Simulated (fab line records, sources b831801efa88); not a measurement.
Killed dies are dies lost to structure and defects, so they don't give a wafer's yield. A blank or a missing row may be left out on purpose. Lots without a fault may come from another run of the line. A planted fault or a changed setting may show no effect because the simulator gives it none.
fab line records | flow sky130 | part 2 of 2: steps 33 to 40 of 40
record lots=5 wafers=15 last_day=49
route steps=708 shown VIA3@597 METAL4@598 CAP2M@603
lots that met no fault: from a run of the same line without faults
start_h: hours from the record's first day to the start of the lot's first wafer shown | wait_h: hours since the lot's step before | " the same as in the row above | L1.1+2: a row that stands for several wafers | - no value, or no start given | * or withheld: withheld | < > ~ a bound
route shown NAME@n: a module of which the file shows steps, and the number in the route of the first | usual: mean/standard deviation of fault-free wafers | same: alike in all rows | chamber/n: place in a boat | sites: the reading at each site | _std_site: their standard deviation | _edge_site: outer sites' mean less inner sites' | radius_mm: how far each site lies from the wafer's centre | mask NAME#n: copy n | behind: the tool/chamber that last shaped the wafer | hold: why the lot was held/for how many hours/how that ended | device: the transistor (n, p or np) that didn't switch | end of line: the same wafers' tests at the end of the route | a step without rows: its recipe alone | killed: dies lost to structure and defects at the first sort, not the wafer's yield | map: a wafer's dies, x killed, . not, _ none there
set.NAME: the setting as run; set.NAME@STEP: as run at that earlier step | model.NAME: the simulator's own value behind a step, which no gauge read
lots at some steps of the route; a table a step, a row a wafer
services: from which hour (start_h, from the record's first day; less than 0 if before it) a tool's chamber was out of use, for how many hours, and why
## steps
# step SKY_METAL4_CD_MEAS_13
# recipe target_cd_nm=300
# usual cd_nm=299.8/1.3
# columns lot.wafer tool chamber start_h wait_h cd_nm
L075.1 cd_sem-01 - 978.33 - 300.0
L075.4 " - " " 301.3
L075.6 " - " " 301.3
L089.1 cd_sem-02 - 1069.63 - 300.7
L089.3 " - " " 301.3
L089.5 " - " " 302.5
L090.3 cd_sem-01 - 1084.72 - 297.6
L090.4 " - " " 297.2
L090.5 " - " " 297.4
L091.4 cd_sem-02 - 1086.94 - 300.8
L091.5 " - " " 302.2
L091.6 " - " " 302.6
L096.2 cd_sem-02 - 1110.49 - 298.8
L096.4 " - " " 299.7
L096.6 " - " " 298.6
# step SKY_METAL4_OVL_MEAS_14
# usual METAL4_OVL=0/5.7
# columns lot.wafer tool chamber start_h wait_h METAL4_OVL[nm]
L075.1 overlay-01 - 978.45 0.1 10
L075.4 " - " " 13
L075.6 " - " " 12
L089.1 overlay-02 - 1069.75 0.1 -2
L089.3 " - " " 1
L089.5 " - " " 0
L090.3 overlay-02 - 1084.82 0.1 -3
L090.4 " - " " 4
L090.5 " - " " 3
L091.4 overlay-02 - 1087.02 0.1 2
L091.5 " - " " -1
L091.6 " - " " 0
L096.2 overlay-02 - 1110.60 0.1 0
L096.4 " - " " 4
L096.6 " - " " 1
# step SKY_METAL4_DESCUM_15
# recipe chemistry=O2 source_power_w=150 bias_power_w=0 pressure_mtorr=10 temp_c=40 time_s=8
# usual drypump_motor_current_A=5.5/0.47 oes_product_au=0.997/0.0079
# columns lot.wafer tool chamber start_h wait_h drypump_motor_current_A oes_product_au rf_hours_counter_h
L075.1 rie_metal-02 1 978.49 0.0 4.8 1.008 3
L075.4 " 1 " " 4.8 0.995 -
L075.6 " 0 " " 5.2 0.998 -
L089.1 rie_metal-04 0 1069.79 0.0 5.4 0.994 17
L089.3 " 0 " " 5.3 0.985 -
L089.5 " 1 " " 6.0 0.995 -
L090.3 rie_metal-02 0 1084.85 0.0 5.2 1.005 -
L090.4 " 1 " " 4.8 0.993 -
L090.5 " 0 " " 5.2 0.995 -
L091.4 rie_metal-02 1 1087.05 0.0 4.8 0.995 -
L091.5 " 1 " " 4.8 0.998 -
L091.6 " 0 " " 5.2 0.999 -
L096.2 rie_metal-04 1 1110.63 0.0 6.0 1.013 22
L096.4 " 1 " " 6.0 1.011 -
L096.6 " 0 " " 5.4 1.009 -
# step SKY_METAL4_ETCH_16
# recipe chemistry=N2/H2 target=BARC ion_energy_ev=200 bias_w=100 pressure_mtorr=30 n2_flow_sccm=100 h2_flow_sccm=200 icp_w=500 stop_on=SiO2 time_s=88.2 target_depth_a=600
# usual drypump_motor_current_A=5.5/0.47 oes_product_au=0.625/0.0043 throttle_valve_pct=13.205/0.0091
# columns lot.wafer tool chamber start_h wait_h drypump_motor_current_A oes_product_au rf_hours_counter_h throttle_valve_pct
L075.1 rie_metal-02 1 978.52 0.0 4.8 0.627 3 13.209
L075.4 " 1 " " 4.8 0.626 - 13.199
L075.6 " 0 " " 5.2 0.622 - 13.185
L089.1 rie_metal-04 0 1069.83 0.0 5.4 0.620 17 13.194
L089.3 " 0 " " 5.4 0.622 - 13.188
L089.5 " 1 " " 6.0 0.626 - 13.201
L090.3 rie_metal-02 0 1084.90 0.0 5.2 0.638 - 13.203
L090.4 " 1 " " 4.8 0.627 - 13.207
L090.5 " 0 " " 5.2 0.627 - 13.213
L091.4 rie_metal-02 1 1087.10 0.0 4.8 0.632 - 13.216
L091.5 " 1 " " 4.8 0.623 - 13.195
L091.6 " 0 " " 5.2 0.629 - 13.214
L096.2 rie_metal-04 1 1110.66 0.0 6.0 0.612 22 13.204
L096.4 " 1 " " 6.0 0.621 - 13.204
L096.6 " 0 " " 5.4 0.623 - 13.198
# step SKY_METAL4_ETCH_17
# recipe target=SiO2 stop_on=TiN chemistry=C4F8/O2/Ar source_w=1500 bias_w=1200 pressure_mtorr=40 c4f8_flow_sccm=withheld O2_flow_sccm=6 Ar_flow_sccm=300 time_s=3.9 target_depth_a=150
# usual oes_product_au=0.754/0.0072
# columns lot.wafer tool chamber start_h wait_h oes_product_au rf_hours_counter_h
L075.1 rie_diel-03 3 978.62 0.1 0.751 8
L075.4 " 1 " " 0.752 21
L075.6 " 1 " " 0.760 -
L089.1 rie_diel-04 2 1069.96 0.1 0.754 11
L089.3 " 0 " " 0.742 22
L089.5 " 1 " " 0.754 -
L090.3 rie_diel-04 2 1084.97 0.0 0.758 12
L090.4 " 3 " " 0.760 8
L090.5 " 2 " " 0.754 -
L091.4 rie_diel-03 3 1087.17 0.0 0.768 12
L091.5 " 3 " " 0.752 -
L091.6 " 2 " " 0.755 -
L096.2 rie_diel-04 3 1110.76 0.1 0.747 9
L096.4 " 0 " " 0.761 23
L096.6 " 3 " " 0.753 -
# step SKY_METAL4_METAL_ETCH_18
# recipe target_depth_a=8450 stop_on=SiO2 over_etch_frac=0.3 time_s=183.1 chemistry=Cl2/BCl3 resist_sidewall_deg=88 pressure_mtorr=10 icp_w=900 bias_w=48.5 Cl2_flow_sccm=60 bcl3_flow_sccm=30
# usual drypump_motor_current_A=5.6/0.47 oes_product_au=0.865/0.006 throttle_valve_pct=22.266/0.0093
# columns lot.wafer tool chamber start_h wait_h drypump_motor_current_A oes_product_au rf_hours_counter_h throttle_valve_pct
L075.1 rie_metal-04 0 978.64 0.0 5.4 0.869 12 22.269
L075.4 " 1 " " 6.0 0.866 - 22.269
L075.6 " 0 " " 5.4 0.859 - 22.263
L089.1 rie_metal-01 1 1069.98 0.0 5.9 0.860 12 22.263
L089.3 " 1 " " 6.0 0.865 - 22.267
L089.5 " 0 " " 6.1 0.855 - 22.265
L090.3 rie_metal-04 1 1085.07 0.1 6.0 0.863 - 22.266
L090.4 " 0 " " 5.4 0.871 - 22.273
L090.5 " 0 " " 5.4 0.865 - 22.256
L091.4 rie_metal-04 1 1087.25 0.1 6.0 0.879 - 22.273
L091.5 " 0 " " 5.4 0.869 - 22.263
L091.6 " 1 " " 6.0 0.877 - 22.264
L096.2 rie_metal-02 1 1110.77 0.0 4.8 0.876 12 22.279
L096.4 " 1 " " 4.8 0.868 - 22.271
L096.6 " 0 " " 5.2 0.876 - 22.244
# step SKY_METAL4_STRIP_19
# recipe chemistry=O2/N2 power_w=1400 pressure_mtorr=1500 platen_temp_c=withheld o2_flow_sccm=3000 n2_flow_sccm=300 overash_fraction=0.5
# usual drypump_motor_current_A=5.6/0.31 oes_product_au=0.503/0.005 strip_time_to_endpoint_s=6.55/0.063
# columns lot.wafer tool chamber start_h wait_h drypump_motor_current_A oes_product_au rf_hours_counter_h strip_time_to_endpoint_s
L075.1 plasma_asher-01 1 978.82 0.1 5.5 0.511 22 6.49
L075.4 " 0 " " 5.9 0.500 - 6.56
L075.6 " 1 " " 5.5 0.500 - 6.60
L089.1 plasma_asher-03 0 1070.21 0.2 5.5 0.506 62 6.44
L089.3 " 0 " " 5.5 0.493 - 6.39
L089.5 " 0 " " 5.5 0.497 - 6.51
L090.3 plasma_asher-03 1 1085.26 0.1 5.9 0.496 - 6.54
L090.4 " 0 " " 5.5 0.505 - 6.55
L090.5 " 1 " " 5.9 0.495 - 6.50
L091.4 plasma_asher-04 0 1087.40 0.1 5.4 0.499 - 6.47
L091.5 " 0 " " 5.4 0.502 - 6.48
L091.6 " 1 " " 4.8 0.502 - 6.44
L096.2 plasma_asher-04 1 1110.95 0.1 4.9 0.502 4 6.55
L096.4 " 1 " " 4.9 0.502 - 6.64
L096.6 " 0 " " 5.5 0.504 - 6.60
# step SKY_METAL4_STRIP_20
# recipe chemistry=post_etch_residue_remover time_s=1200 temp_c=72.5
# usual bath_guard_temp_C=72.4/0.65
# columns lot.wafer tool chamber start_h wait_h bath_guard_temp_C
L075.1 wet_bench-01 3 978.92 0.1 72.1
L075.4 " 3 " " 72.1
L075.6 " 3 " " 72.3
L089.1 wet_bench-02 1 1070.31 0.1 71.2
L089.3 " 1 " " 71.4
L089.5 " 1 " " 71.4
L090.3 wet_bench-01 0 1085.33 0.0 72.4
L090.4 " 0 " " 72.3
L090.5 " 0 " " 72.5
L091.4 wet_bench-02 0 1087.47 0.0 72.4
L091.5 " 0 " " 72.1
L091.6 " 0 " " 72.3
L096.2 wet_bench-04 1 1111.05 0.1 72.8
L096.4 " 1 " " 73.0
L096.6 " 1 " " 73.6
## services
# columns tool chamber start_h hours kind
cmp-01 - 911.95 10.2 pm
iline_stepper-02 - 918.50 1.7 pm
cmp-01 - 922.15 4.0 pm
rie_metal-02 0 927.23 11.1 repair
cmp-01 - 944.04 4.4 repair
rie_metal-02 - 946.12 0.6 repair
krf_scanner-01 - 960.05 0.3 repair
krf_scanner-01 - 966.37 1.3 pm
cmp-01 - 971.26 0.4 repair
plasma_asher-04 - 974.96 3.3 repair
rie_metal-02 - 976.11 0.2 repair
krf_scanner-01 - 977.91 0.2 repair
krf_scanner-01 - 988.25 4.0 pm
plasma_asher-04 - 997.94 14.6 pm
rie_metal-04 - 1003.30 1.2 repair
iline_stepper-02 - 1027.43 5.8 repair
krf_scanner-01 - 1031.09 0.8 pm
cmp-01 - 1037.66 0.2 repair
krf_scanner-01 - 1040.39 4.4 pm
plasma_asher-04 - 1055.25 9.0 pm
pvd_sputter-04 - 1069.11 2.1 repair
krf_scanner-01 - 1070.37 1.0 pm
wet_bench-03 - 1078.93 1.9 pm
pvd_sputter-04 - 1103.02 2.7 repair
